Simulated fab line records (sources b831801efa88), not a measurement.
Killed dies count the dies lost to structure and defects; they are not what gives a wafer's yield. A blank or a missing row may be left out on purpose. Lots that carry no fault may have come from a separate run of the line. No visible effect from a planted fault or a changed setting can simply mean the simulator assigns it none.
Which tool did it? / flow sky130 / 36 wafers from 12 lots sampled at 4 of the route's 708 steps

## WHAT THE GAUGES READ, wafer by wafer
SKY_FIELD_ISO_CD_MEAS_13: target cd 150 nm. Usual: 149.8 nm for cdNm, sd 1.5.
lot=L364; measured=day 2 04:41; on=cdSem-02; cdNm (nm)=151.0 150.1 150.7; flag=
lot=L366; measured=day 2 15:01; on=cdSem-02; cdNm (nm)=149.3 148.7 149.9; flag=
lot=L370; measured=day 3 12:43; on=cdSem-01; cdNm (nm)=150.2 150.8 150.6; flag=
lot=L371; measured=day 3 16:16; on=cdSem-01; cdNm (nm)=151.1 151.8 150.3; flag=
lot=L372; measured=day 3 22:25; on=cdSem-02; cdNm (nm)=151.2 150.9 149.1; flag=
lot=L373; measured=day 4 04:08; on=cdSem-01; cdNm (nm)=130.5 130.5 131.1 130.5 130.5 131.0; flag=OFF
lot=L374; measured=day 4 08:29; on=cdSem-01; cdNm (nm)=151.2 149.8 151.0; flag=
lot=L380; measured=day 5 18:46; on=cdSem-02; cdNm (nm)=153.0 152.9 152.7; flag=
lot=L383; measured=day 6 07:22; on=cdSem-01; cdNm (nm)=149.1 149.9 149.5; flag=
lot=L384; measured=day 6 12:32; on=cdSem-02; cdNm (nm)=152.3 150.8 151.0; flag=
lot=L385; measured=day 6 17:17; on=cdSem-02; cdNm (nm)=148.8 149.5 149.2; flag=
lot=L386; measured=day 7 00:10; on=cdSem-02; cdNm (nm)=149.6 148.0 149.9; flag=

SKY_NWELL_THK_MEAS_02. Usual: for NWELL_OXIDATION_THK the level is 10.11 nm and the standard deviation is 0.21.
lot=L364; measured=day 2 12:13; on=filmMetro-02; NWELL_OXIDATION_THK (nm)=10.43 10.30 10.35; flag=
lot=L366; measured=day 2 22:40; on=filmMetro-03; NWELL_OXIDATION_THK (nm)=10.17 10.28 10.21; flag=
lot=L370; measured=day 3 21:32; on=filmMetro-03; NWELL_OXIDATION_THK (nm)=10.11 10.16 10.21; flag=
lot=L371; measured=day 3 23:41; on=filmMetro-03; NWELL_OXIDATION_THK (nm)=10.14 9.98 10.16; flag=
lot=L372; measured=day 4 04:55; on=filmMetro-03; NWELL_OXIDATION_THK (nm)=10.04 10.26 10.34; flag=
lot=L373; measured=day 4 18:52; on=filmMetro-04; NWELL_OXIDATION_THK (nm)=10.06 9.92 10.01; flag=
lot=L374; measured=day 4 16:18; on=filmMetro-03; NWELL_OXIDATION_THK (nm)=10.03 10.12 10.25; flag=
lot=L380; measured=day 6 15:23; on=filmMetro-04; NWELL_OXIDATION_THK (nm)=10.39 10.34 10.19; flag=
lot=L383; measured=day 7 02:37; on=filmMetro-04; NWELL_OXIDATION_THK (nm)=10.17 10.05 10.14; flag=
lot=L384; measured=day 7 08:14; on=filmMetro-03; NWELL_OXIDATION_THK (nm)=10.14 10.25 10.40; flag=
lot=L385; measured=day 7 08:15; on=filmMetro-02; NWELL_OXIDATION_THK (nm)=10.12 10.40 10.34; flag=
lot=L386; measured=day 7 12:03; on=filmMetro-03; NWELL_OXIDATION_THK (nm)=10.22 10.18 10.11; flag=

SKY_PWDE_TW_MEAS_10. Usual: for PWDE_TW the level is 373 and the standard deviation is 4.3.
lot=L364; measured=day 3 20:03; on=filmMetro-03; PWDE_TW=368 366 367; flag=
lot=L366; measured=day 4 07:46; on=filmMetro-04; PWDE_TW=376 373 376; flag=
lot=L370; measured=day 5 08:02; on=filmMetro-03; PWDE_TW=366 366 366; flag=
lot=L371; measured=day 5 10:11; on=filmMetro-04; PWDE_TW=375 377 375; flag=
lot=L372; measured=day 5 15:52; on=filmMetro-04; PWDE_TW=374 372 373; flag=
lot=L373; measured=day 6 00:45; on=filmMetro-04; PWDE_TW=377 376 376; flag=
lot=L374; measured=day 6 03:53; on=filmMetro-02; PWDE_TW=374 377 378; flag=
lot=L380; measured=day 8 02:50; on=filmMetro-03; PWDE_TW=366 364 366; flag=
lot=L383; measured=day 8 15:00; on=filmMetro-04; PWDE_TW=375 372 372; flag=
lot=L384; measured=day 9 01:18; on=filmMetro-04; PWDE_TW=376 375 376; flag=
lot=L385; measured=day 9 01:17; on=filmMetro-03; PWDE_TW=367 364 366; flag=
lot=L386; measured=day 9 03:41; on=filmMetro-02; PWDE_TW=377 374 374; flag=

## TOOL THAT RAN EACH LOT (tool first, then ch and the chambers of the sampled wafers, then the start)
lot=L364; SKY_FIELD_ISO_EXPOSE_10=krfScanner-01 ch 0, day 1 20:58
lot=L366; SKY_FIELD_ISO_EXPOSE_10=krfScanner-02 ch 0, day 2 07:41
lot=L370; SKY_FIELD_ISO_EXPOSE_10=krfScanner-02 ch 0, day 3 04:53
lot=L371; SKY_FIELD_ISO_EXPOSE_10=krfScanner-01 ch 0, day 3 08:26
lot=L372; SKY_FIELD_ISO_EXPOSE_10=krfScanner-01 ch 0, day 3 14:40
lot=L373; SKY_FIELD_ISO_EXPOSE_10=krfScanner-02 ch 0, day 3 19:28
lot=L374; SKY_FIELD_ISO_EXPOSE_10=krfScanner-01 ch 0, day 3 23:59
lot=L380; SKY_FIELD_ISO_EXPOSE_10=krfScanner-01 ch 0, day 5 09:40
lot=L383; SKY_FIELD_ISO_EXPOSE_10=krfScanner-01 ch 0, day 5 22:29
lot=L384; SKY_FIELD_ISO_EXPOSE_10=krfScanner-02 ch 0, day 6 03:20
lot=L385; SKY_FIELD_ISO_EXPOSE_10=krfScanner-01 ch 0, day 6 09:02
lot=L386; SKY_FIELD_ISO_EXPOSE_10=krfScanner-01 ch 0, day 6 15:44
- SKY_FIELD_ISO_EXPOSE_10: exposes mask FOM, target cd 150 nm.

## WHAT THE TOOLS THEMSELVES READ (means of the sampled wafers that have a number; where no wafer has one, the mark that the record gives instead)
SKY_FIELD_ISO_EXPOSE_10. Usual: 0.0 nm for focusOffsetNm, sd 0.61.
lot=L364; tool=krfScanner-01; focusOffsetNm (nm)=-0.5; flag=
lot=L366; tool=krfScanner-02; focusOffsetNm (nm)=0.2; flag=
lot=L370; tool=krfScanner-02; focusOffsetNm (nm)=0.4; flag=
lot=L371; tool=krfScanner-01; focusOffsetNm (nm)=-1.3; flag=
lot=L372; tool=krfScanner-01; focusOffsetNm (nm)=-0.3; flag=
lot=L373; tool=krfScanner-02; focusOffsetNm (nm)=-0.3; flag=
lot=L374; tool=krfScanner-01; focusOffsetNm (nm)=-0.2; flag=
lot=L380; tool=krfScanner-01; focusOffsetNm (nm)=0.3; flag=
lot=L383; tool=krfScanner-01; focusOffsetNm (nm)=0.2; flag=
lot=L384; tool=krfScanner-02; focusOffsetNm (nm)=-0.7; flag=
lot=L385; tool=krfScanner-01; focusOffsetNm (nm)=-1.2; flag=
lot=L386; tool=krfScanner-01; focusOffsetNm (nm)=0.1; flag=

## THE ANSWER, worked out from the rows above alone
Rule: a lot counts as off when the mean over its wafers that have a number is more than 3 standard deviations away from the usual mean. Also off: a lot with no number at a reading for which 4 or more lots have one. All remaining lots with rows at the step are treated as sound. Order of review: gauges by route order, followed by the tools' own readings, for which a lot's mean as printed above is used. The first step at which some lot is off is used, and at that step the reading that is off furthest; a lot without a number counts as furthest.
Off: L373, at SKY_FIELD_ISO_CD_MEAS_13 (cdNm).
If a tool, at a process step before that reading, ran all the lots that are off and no sound lot after the first of them, it fits. Those tools and the gauges at SKY_FIELD_ISO_CD_MEAS_13 are tried in the same way. No candidate that was tried fits.

## WHAT HAD BEEN PUT IN BY THE SIMULATOR
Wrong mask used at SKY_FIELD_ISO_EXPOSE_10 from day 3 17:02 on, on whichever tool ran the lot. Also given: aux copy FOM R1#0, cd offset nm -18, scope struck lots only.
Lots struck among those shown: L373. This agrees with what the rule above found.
